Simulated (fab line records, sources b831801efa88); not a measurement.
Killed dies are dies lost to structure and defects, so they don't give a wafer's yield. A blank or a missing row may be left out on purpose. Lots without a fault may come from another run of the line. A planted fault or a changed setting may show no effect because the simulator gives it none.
fab line records | flow sky130
record lots=12 wafers=36 last_day=50
route steps=708 shown FIELD_ISO@1 NWELL@64 VT_ADJUST_LVTN@104 VT_ADJUST_NCORE@126
lots that met no fault: from a run of the same line without faults
start_h: hours from the record's first day to the start of the lot's first wafer shown | wait_h: hours since the lot's step before | " the same as in the row above | L1.1+2: a row that stands for several wafers | - no value, or no start given | * or withheld: withheld | < > ~ a bound
route shown NAME@n: a module of which the file shows steps, and the number in the route of the first | usual: mean/standard deviation of fault-free wafers | same: alike in all rows | chamber/n: place in a boat | sites: the reading at each site | _std_site: their standard deviation | _edge_site: outer sites' mean less inner sites' | radius_mm: how far each site lies from the wafer's centre | mask NAME#n: copy n | behind: the tool/chamber that last shaped the wafer | hold: why the lot was held/for how many hours/how that ended | device: the transistor (n, p or np) that didn't switch | end of line: the same wafers' tests at the end of the route | a step without rows: its recipe alone | killed: dies lost to structure and defects at the first sort, not the wafer's yield | map: a wafer's dies, x killed, . not, _ none there
set.NAME: the setting as run; set.NAME@STEP: as run at that earlier step | model.NAME: the simulator's own value behind a step, which no gauge read
steps of the route over a sample of lots; a table a step, a row a wafer
services: from which hour (start_h, from the record's first day; less than 0 if before it) a tool's chamber was out of use, for how many hours, and why
## steps
# step SKY_FIELD_ISO_BOW_MEAS_00
# recipe mode=bow
# usual INCOMING_BOW=1/6.5
# columns lot.wafer tool chamber start_h wait_h INCOMING_BOW[um]
L435.1 film_metro-01 - 10.00 - 4
L435.3 " - " " 4
L435.4 " - " " 4
L436.4 film_metro-01 - 15.06 - 3
L436.5 " - " " -9
L436.6 " - " " 5
L437.3 film_metro-02 - 20.04 - 8
L437.5 " - " " 4
L437.6 " - " " 2
L438.1 film_metro-03 - 25.06 - -1
L438.3 " - " " -1
L438.4 " - " " -3
L439.2 film_metro-01 - 30.02 - -3
L439.3 " - " " 13
L439.4 " - " " 5
L445.2 film_metro-03 - 60.02 - -5
L445.5 " - " " -6
L445.6 " - " " 7
L447.3 film_metro-01 - 70.04 - -1
L447.4 " - " " 0
L447.6 " - " " -5
L449.2 film_metro-03 - 80.02 - 8
L449.4 " - " " 5
L449.6 " - " " -2
L450.2 film_metro-01 - 85.02 - 11
L450.3 " - " " 4
L450.5 " - " " -12
L456.2 film_metro-01 - 115.02 - -6
L456.5 " - " " -6
L456.6 " - " " -6
L457.1 film_metro-01 - 120.00 - 11
L457.3 " - " " 4
L457.4 " - " " -12
L458.2 film_metro-01 - 125.02 - -9
L458.4 " - " " 5
L458.5 " - " " -3
# step SKY_NWELL_IMPLANT_11
# recipe species=P energy_kev=403.6 dose_cm2=1.9e+13 tilt_deg=withheld
# usual beam_on_s=10.01/0.21 dose_ions_cm2=1.8994e+13/2e+10 faraday_current_uA=107.1/2.2
# same implant_ion_amu=31
# columns lot.wafer tool chamber start_h wait_h beam_on_s dose_ions_cm2 faraday_current_uA
L435.1 implanter-02 0 86.28 0.0 9.87 1.8983e+13 108.1
L435.3 " 0 " " 9.81 1.8943e+13 108.9
L435.4 " 0 " " 10.06 1.8988e+13 106.1
L436.4 implanter-03 0 87.98 0.1 9.96 1.903e+13 107.7
L436.5 " 0 " " 10.14 1.8983e+13 105.8
L436.6 " 0 " " 10.21 1.9022e+13 104.4
L437.3 implanter-02 0 94.41 0.1 10.02 1.8991e+13 106.4
L437.5 " 0 " " 9.89 1.8984e+13 108.3
L437.6 " 0 " " 10.25 1.8996e+13 104.8
L438.1 implanter-02 0 101.18 0.0 10.13 1.9021e+13 105.7
L438.3 " 0 " " 10.13 1.897e+13 105.3
L438.4 " 0 " " 9.90 1.8983e+13 108.4
L439.2 implanter-02 0 107.13 0.0 9.86 1.9009e+13 108.9
L439.3 " 0 " " 9.80 1.9015e+13 109.6
L439.4 " 0 " " 9.89 1.8983e+13 108.6
L445.2 implanter-01 0 143.99 0.0 11.15 2.4758e+13 125.8
L445.5 " 0 " " 10.92 2.4776e+13 128.3
L445.6 " 0 " " 10.91 2.4737e+13 128.0
L447.3 implanter-01 0 155.06 0.1 10.85 2.476e+13 128.1
L447.4 " 0 " " 10.88 2.476e+13 129.3
L447.6 " 0 " " 11.10 2.4756e+13 125.8
L449.2 implanter-02 0 169.90 0.0 9.71 1.902e+13 110.1
L449.4 " 0 " " 9.85 1.8993e+13 109.2
L449.6 " 0 " " 9.69 1.9012e+13 110.8
L450.2 implanter-02 0 172.38 0.0 9.61 1.9041e+13 111.3
L450.3 " 0 " " 9.58 1.8984e+13 111.7
L450.5 " 0 " " 10.18 1.8997e+13 104.9
L456.2 implanter-02 0 208.69 0.0 9.99 1.8998e+13 107.1
L456.5 " 0 " " 9.71 1.9029e+13 110.2
L456.6 " 0 " " 10.05 1.8998e+13 106.7
L458.2 implanter-02 0 221.02 0.2 9.96 1.8961e+13 107.8
L458.4 " 0 " " 10.01 1.8998e+13 107.0
L458.5 " 0 " " 10.11 1.8999e+13 105.6
L457.1 implanter-02 0 221.45 0.2 9.93 1.8987e+13 107.5
L457.3 " 0 " " 9.86 1.9012e+13 108.0
L457.4 " 0 " " 10.03 1.9005e+13 106.9
# step SKY_NWELL_TW_MEAS_15
# usual NWELL_TW=1844/19
# columns lot.wafer tool chamber start_h wait_h NWELL_TW
L435.1 film_metro-01 - 86.83 0.1 1844
L435.3 " - " " 1840
L435.4 " - " " 1842
L436.4 film_metro-02 - 88.49 0.1 1849
L436.5 " - " " 1842
L436.6 " - " " 1843
L437.3 film_metro-02 - 94.93 0.1 1835
L437.5 " - " " 1842
L437.6 " - " " 1836
L438.1 film_metro-04 - 101.73 0.1 1870
L438.3 " - " " 1866
L438.4 " - " " 1867
L439.2 film_metro-04 - 107.67 0.1 1865
L439.3 " - " " 1869
L439.4 " - " " 1857
L445.2 film_metro-04 - 144.52 0.1 2032
L445.5 " - " " 2034
L445.6 " - " " 2038
L447.3 film_metro-02 - 155.58 0.1 1988
L447.4 " - " " 1989
L447.6 " - " " 1984
L449.2 film_metro-02 - 170.44 0.1 1820
L449.4 " - " " 1818
L449.6 " - " " 1825
L450.2 film_metro-01 - 172.92 0.1 1837
L450.3 " - " " 1847
L450.5 " - " " 1831
L456.2 film_metro-01 - 209.22 0.1 1840
L456.5 " - " " 1836
L456.6 " - " " 1840
L458.2 film_metro-01 - 221.56 0.1 1810
L458.4 " - " " 1835
L458.5 " - " " 1825
L457.1 film_metro-02 - 222.00 0.1 1823
L457.3 " - " " 1812
L457.4 " - " " 1822
# step SKY_NWELL_RS_MEAS_29
# recipe thk_meas_gauge=four-point-probe
# usual NWELL_RS=623.5/1.6
# columns lot.wafer tool chamber start_h wait_h NWELL_RS[ohm/sq]
L435.1 film_metro-01 - 104.43 0.1 624.6
L435.3 " - " " 626.0
L435.4 " - " " 624.4
L436.4 film_metro-01 - 105.98 0.1 622.8
L436.5 " - " " 621.9
L436.6 " - " " 623.5
L437.3 film_metro-01 - 116.42 0.1 622.6
L437.5 " - " " 624.1
L437.6 " - " " 621.9
L438.1 film_metro-04 - 119.49 0.1 620.6
L438.3 " - " " 622.1
L438.4 " - " " 623.5
L439.2 film_metro-02 - 126.09 0.1 622.6
L439.3 " - " " 623.3
L439.4 " - " " 623.4
L445.2 film_metro-04 - 163.89 0.1 539.1
L445.5 " - " " 540.0
L445.6 " - " " 540.4
L447.3 film_metro-04 - 175.63 0.1 542.0
L447.4 " - " " 542.3
L447.6 " - " " 541.4
L449.2 film_metro-04 - 191.82 0.1 622.2
L449.4 " - " " 623.8
L449.6 " - " " 622.3
L450.2 film_metro-01 - 194.75 0.2 622.6
L450.3 " - " " 623.3
L450.5 " - " " 624.8
L456.2 film_metro-02 - 232.04 0.1 625.7
L456.5 " - " " 623.4
L456.6 " - " " 623.9
L458.2 film_metro-01 - 245.56 0.1 626.5
L458.4 " - " " 624.1
L458.5 " - " " 625.5
L457.1 film_metro-01 - 246.32 0.1 625.7
L457.3 " - " " 624.8
L457.4 " - " " 627.3
# step SKY_VT_ADJUST_LVTN_OVL_MEAS_07
# usual VT_ADJUST_LVTN_OVL=-0.8/1.2
# columns lot.wafer tool chamber start_h wait_h VT_ADJUST_LVTN_OVL[nm]
L435.1 overlay-02 - 140.56 - 1.2
L435.3 " - " " -2.3
L435.4 " - " " 0.4
L436.4 overlay-02 - 142.49 - -2.9
L436.5 " - " " 0.5
L436.6 " - " " 0.3
L437.3 overlay-02 - 154.73 - -1.5
L437.5 " - " " -1.5
L437.6 " - " " 0.0
L438.1 overlay-01 - 158.02 - -1.9
L438.3 " - " " -1.4
L438.4 " - " " -1.8
L439.2 overlay-01 - 164.92 - -1.0
L439.3 " - " " -0.1
L439.4 " - " " -1.2
L445.2 overlay-01 - 206.38 - -1.3
L445.5 " - " " 0.8
L445.6 " - " " -0.7
L447.3 overlay-02 - 219.83 - 0.1
L447.4 " - " " -1.1
L447.6 " - " " -1.3
L449.2 overlay-01 - 237.18 - -0.7
L449.4 " - " " -2.5
L449.6 " - " " -2.2
L450.2 overlay-01 - 240.33 - -2.2
L450.3 " - " " -2.1
L450.5 " - " " -1.1
L456.2 overlay-02 - 281.12 - 1.6
L456.5 " - " " -0.2
L456.6 " - " " 0.0
L458.2 overlay-02 - 294.68 - -0.2
L458.4 " - " " -1.5
L458.5 " - " " -1.4
L457.1 overlay-01 - 296.01 - 0.8
L457.3 " - " " 3.0
L457.4 " - " " 0.6
# step SKY_VT_ADJUST_NCORE_CD_MEAS_07
# recipe target_cd_nm=380
# usual cd_nm=381.1/2.2
# columns lot.wafer tool chamber start_h wait_h cd_nm
L435.1 cd_sem-01 - 180.23 0.1 381.9
L435.3 " - " " 378.0
L435.4 " - " " 380.3
L436.4 cd_sem-02 - 181.54 0.1 383.2
L436.5 " - " " 382.5
L436.6 " - " " 382.7
L437.3 cd_sem-02 - 195.45 0.1 379.9
L437.5 " - " " 380.8
L437.6 " - " " 380.4
L438.1 cd_sem-01 - 198.26 0.1 386.2
L438.3 " - " " 384.5
L438.4 " - " " 384.3
L439.2 cd_sem-02 - 206.56 0.1 381.5
L439.3 " - " " 381.2
L439.4 " - " " 381.2
L445.2 cd_sem-02 - 252.53 0.1 376.4
L445.5 " - " " 377.1
L445.6 " - " " 378.6
L447.3 cd_sem-02 - 266.73 0.1 380.9
L447.4 " - " " 382.9
L447.6 " - " " 385.0
L449.2 cd_sem-01 - 285.81 0.1 379.3
L449.4 " - " " 379.1
L449.6 " - " " 378.3
L450.2 cd_sem-01 - 288.00 0.1 381.7
L450.3 " - " " 382.3
L450.5 " - " " 380.8
L456.2 cd_sem-01 - 332.86 0.1 376.9
L456.5 " - " " 378.8
L456.6 " - " " 377.3
L458.2 cd_sem-01 - 348.01 0.1 378.8
L458.4 " - " " 380.5
L458.5 " - " " 378.6
L457.1 cd_sem-01 - 348.52 0.1 379.6
L457.3 " - " " 379.2
L457.4 " - " " 378.6
## services
# columns tool chamber start_h hours kind
implanter-01 - 72.39 1.1 repair
implanter-01 - 85.49 4.1 repair
implanter-02 - 89.51 1.4 repair
implanter-01 - 125.21 5.2 pm
implanter-02 - 156.09 2.0 repair
implanter-03 - 197.67 31.8 pm
implanter-01 - 218.20 104.4 pm
## key
first_sign step=SKY_NWELL_IMPLANT_11 reading=dose_ions_cm2 direction=up sigmas=99+ usual=* struck=*
effect step=SKY_NWELL_IMPLANT_11 reading=faraday_current_uA direction=up sigmas=9.4 usual=107.1 struck=127.6
effect step=SKY_NWELL_TW_MEAS_15 reading=NWELL_TW direction=up sigmas=8.6 usual=1844 struck=2011
effect step=SKY_NWELL_RS_MEAS_29 reading=NWELL_RS direction=down sigmas=52 usual=623.5 struck=540.9
met_at SKY_NWELL_IMPLANT_11
struck_lots L445,L447
tester_left_out L445,L447
not_acting_at SKY_FIELD_ISO_BOW_MEAS_00,SKY_VT_ADJUST_LVTN_OVL_MEAS_07,SKY_VT_ADJUST_NCORE_CD_MEAS_07
fault kind=process_parameter_drift tool=implanter-01 chamber=- onset_h=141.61 steps=SKY_NWELL_IMPLANT_11 channel=dose_cm2 offset=* shape=step end_h=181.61 acts_in=* stated=*
# tester_left_out: of these lots the tester's yield and bins aren't shown, on N5 and GAA mostly nor the transistor test; their killed dies are dies lost to structure and defects alone, not to doping, threshold or leakage, so they don't give the yield
